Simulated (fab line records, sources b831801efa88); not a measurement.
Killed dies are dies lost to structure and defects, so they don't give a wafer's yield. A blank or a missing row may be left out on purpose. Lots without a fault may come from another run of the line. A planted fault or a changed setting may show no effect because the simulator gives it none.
Which tool did it? | flow sky130 | 13 lots, 39 wafers sampled, at 4 steps of a route of 708

WHAT THE GAUGES READ, wafer by wafer
SKY_NWELL_OVL_MEAS_10. Usual: NWELL_00_OVL -0.6 nm, standard deviation 1.3.
lot  | measured     | on         | NWELL_00_OVL (nm) | flag
L320 | day 4 13:37  | overlay-02 | -1.5 -0.8 -1.1    |
L321 | day 4 20:49  | overlay-01 | 1.1 -1.2 -1.8     |
L322 | day 5 05:12  | overlay-01 | -1.6 -1.9 -0.5    |
L323 | day 5 15:01  | overlay-02 | -2.1 -2.3 -2.0    |
L325 | day 6 04:40  | overlay-02 | -0.1 -3.2 -1.1    |
L326 | day 6 08:28  | overlay-02 | -0.5 -0.7 -0.8    |
L328 | day 6 13:06  | overlay-01 | -1.5 -1.1 -1.6    |
L327 | day 6 13:28  | overlay-01 | 0.2 -0.7 -1.0     |
L333 | day 7 14:23  | overlay-02 | 1.4 -1.0 -1.3     |
L335 | day 7 23:25  | overlay-01 | -2.6 -0.4 -2.5    |
L338 | day 8 19:55  | overlay-01 | 0.7 -0.9 0.3      |
L340 | day 9 09:22  | overlay-01 | -1.7 -2.5 -2.7    |
L343 | day 10 01:07 | overlay-02 | -1.6 1.9 -1.1     |

SKY_NWELL_OVL_MEAS_23. Usual: NWELL_01_OVL -0.7 nm, standard deviation 1.3.
lot  | measured     | on         | NWELL_01_OVL (nm) | flag
L320 | day 5 06:31  | overlay-01 | 0.1 -1.8 -0.2     |
L321 | day 5 14:55  | overlay-01 | -0.9 1.8 -0.2     |
L322 | day 5 23:34  | overlay-02 | -1.4 -1.4 -1.0    |
L323 | day 6 09:25  | overlay-02 | -1.2 -3.1 -3.0    |
L325 | day 6 23:40  | overlay-02 | 0.1 -0.3 1.0      |
L326 | day 7 03:16  | overlay-01 | -0.5 0.8 0.4      |
L328 | day 7 08:16  | overlay-01 | 2.8 0.1 1.3       |
L327 | day 7 08:19  | overlay-02 | -3.0 -1.9 -0.6    |
L333 | day 8 07:43  | overlay-01 | 0.4 0.9 -1.0      |
L335 | day 8 19:48  | overlay-01 | 0.3 0.5 0.2       |
L338 | day 9 17:29  | overlay-02 | -0.6 -2.2 -0.7    |
L340 | day 10 08:13 | overlay-02 | -0.7 -0.2 -2.5    |
L343 | day 11 00:24 | overlay-01 | -0.5 0.2 -1.0     |

WHICH TOOL RAN EACH LOT (tool, then ch and the chambers of the sampled wafers, then the start)
lot  | SKY_FIELD_ISO_ETCH_17           | SKY_NWELL_STRIP_14
L320 | rie_si-01 ch 0,2,3, day 2 08:13 | plasma_asher-04 ch 0, day 4 14:05
L321 | rie_si-01 ch 0,1,2, day 2 12:06 | plasma_asher-01 ch 0,1, day 4 21:18
L322 | rie_si-02 ch 0,1,3, day 2 18:46 | plasma_asher-02 ch 0,1, day 5 05:41
L323 | rie_si-02 ch 0,1,2, day 3 01:02 | plasma_asher-02 ch 0,1, day 5 15:31
L325 | rie_si-02 ch 1,2,3, day 3 11:50 | plasma_asher-04 ch 0,1, day 6 05:10
L326 | rie_si-01 ch 0,1,2, day 3 19:01 | plasma_asher-01 ch 0,1, day 6 08:57
L328 | rie_si-01 ch 0,2,3, day 3 23:53 | plasma_asher-01 ch 0,1, day 6 13:35
L327 | rie_si-02 ch 0,2,3, day 4 00:14 | plasma_asher-02 ch 0,1, day 6 13:56
L333 | rie_si-01 ch 0,1,3, day 5 00:50 | plasma_asher-04 ch 0,1, day 7 14:52
L335 | rie_si-02 ch 2,3, day 5 10:29   | plasma_asher-01 ch 0,1, day 7 23:54
L338 | rie_si-02 ch 1,2, day 6 02:35   | plasma_asher-01 ch 0,1, day 8 20:24
L340 | rie_si-02 ch 1,2, day 6 13:02   | plasma_asher-02 ch 0,1, day 9 09:50
L343 | rie_si-02 ch 0,1,2, day 7 05:23 | plasma_asher-01 ch 0,1, day 10 01:58
- SKY_FIELD_ISO_ETCH_17: etches Si in HBr/Cl2/O2, target depth 342 nm, time 97.7 s.
- SKY_NWELL_STRIP_14: strips in O2/N2.

WHAT THE TOOLS THEMSELVES READ (means of the sampled wafers that have a number; where no wafer has one, the mark that the record gives instead)
SKY_FIELD_ISO_ETCH_17. Usual: drypump_motor_current_A 5.8 A, standard deviation 0.69; oes_product_au 0.998 a.u., standard deviation 0.017; run_length_s 125.9 s, standard deviation 0.38; throttle_valve_pct 25.657 %, standard deviation 0.014.
lot  | tool      | drypump_motor_current_A (A) | oes_product_au (a.u.) | run_length_s (s) | throttle_valve_pct (%) | flag
L320 | rie_si-01 | 5.9                         | 1.002                 | 125.8            | 25.648                 |
L321 | rie_si-01 | 6.1                         | 1.009                 | 126.2            | 25.656                 |
L322 | rie_si-02 | 5.8                         | 0.982                 | 125.8            | 25.669                 |
L323 | rie_si-02 | 5.3                         | 0.995                 | 126.2            | 25.660                 |
L325 | rie_si-02 | 5.3                         | 0.989                 | 125.6            | 25.672                 |
L326 | rie_si-01 | 6.1                         | 0.992                 | 126.3            | 25.663                 |
L328 | rie_si-01 | 5.8                         | 1.013                 | 125.8            | 25.653                 |
L327 | rie_si-02 | 5.7                         | 1.002                 | 125.5            | 25.649                 |
L333 | rie_si-01 | 6.3                         | 1.007                 | 120.8            | 25.648                 | OFF
L335 | rie_si-02 | 5.8                         | 0.979                 | 125.8            | 25.664                 |
L338 | rie_si-02 | 4.9                         | 0.989                 | 126.1            | 25.664                 |
L340 | rie_si-02 | 4.8                         | 0.995                 | 125.9            | 25.659                 |
L343 | rie_si-02 | 5.3                         | 1.001                 | 125.7            | 25.654                 |

SKY_NWELL_STRIP_14. Usual: drypump_motor_current_A 5.7 A, standard deviation 0.48; oes_product_au 0.722 a.u., standard deviation 0.0045; strip_time_to_endpoint_s 36.93 s, standard deviation 0.13.
lot  | tool            | drypump_motor_current_A (A) | oes_product_au (a.u.) | strip_time_to_endpoint_s (s) | flag
L320 | plasma_asher-04 | 6.7                         | 0.721                 | 36.83                        |
L321 | plasma_asher-01 | 5.6                         | 0.717                 | 36.83                        |
L322 | plasma_asher-02 | 5.7                         | 0.724                 | 36.87                        |
L323 | plasma_asher-02 | 5.7                         | 0.722                 | 36.78                        |
L325 | plasma_asher-04 | 5.6                         | 0.721                 | 36.91                        |
L326 | plasma_asher-01 | 5.5                         | 0.722                 | 36.95                        |
L328 | plasma_asher-01 | 5.5                         | 0.724                 | 37.18                        |
L327 | plasma_asher-02 | 5.6                         | 0.724                 | 36.77                        |
L333 | plasma_asher-04 | 6.1                         | 0.723                 | 36.95                        |
L335 | plasma_asher-01 | 5.8                         | 0.718                 | 36.93                        |
L338 | plasma_asher-01 | 5.8                         | 0.717                 | 37.10                        |
L340 | plasma_asher-02 | 5.7                         | 0.727                 | 37.02                        |
L343 | plasma_asher-01 | 5.8                         | 0.723                 | 36.90                        |

THE ANSWER, worked out from the rows above alone
Rule: a lot is off if the mean of its wafers that have a number lies more than 3 standard deviations from the usual mean. A lot without any number at a reading at which 4 lots or more have one is off too. The other lots that the step has rows for count as sound. The gauges are gone through in route order, then the tools' own readings, and for those a lot's mean is taken as printed above. The first step at which some lot is off is used, and at that step the reading that is off furthest; a lot without a number counts as furthest.
Off: L333, at SKY_FIELD_ISO_ETCH_17 (run_length_s).
A tool fits if, at that step or a process step before it, it ran every lot that is off, and no sound lot after the first of them. One fits: rie_si-01 at SKY_FIELD_ISO_ETCH_17. Its last sound lot is L328 (day 3 23:53), its first lot that is off L333 (day 5 00:50): a fault that began between those two fits.
The tool's own readings at SKY_FIELD_ISO_ETCH_17 bear it out: on the lots that are off they differ by more than 5 times the standard deviation of the sound lots' means. run_length_s reads 120.8 s there against 125.9 s on the sound lots.

WHAT THE SIMULATOR HAD PUT IN
Process parameter drift: rie_si-01, from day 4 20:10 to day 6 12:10, at SKY_FIELD_ISO_ETCH_17. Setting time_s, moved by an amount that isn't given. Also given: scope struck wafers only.
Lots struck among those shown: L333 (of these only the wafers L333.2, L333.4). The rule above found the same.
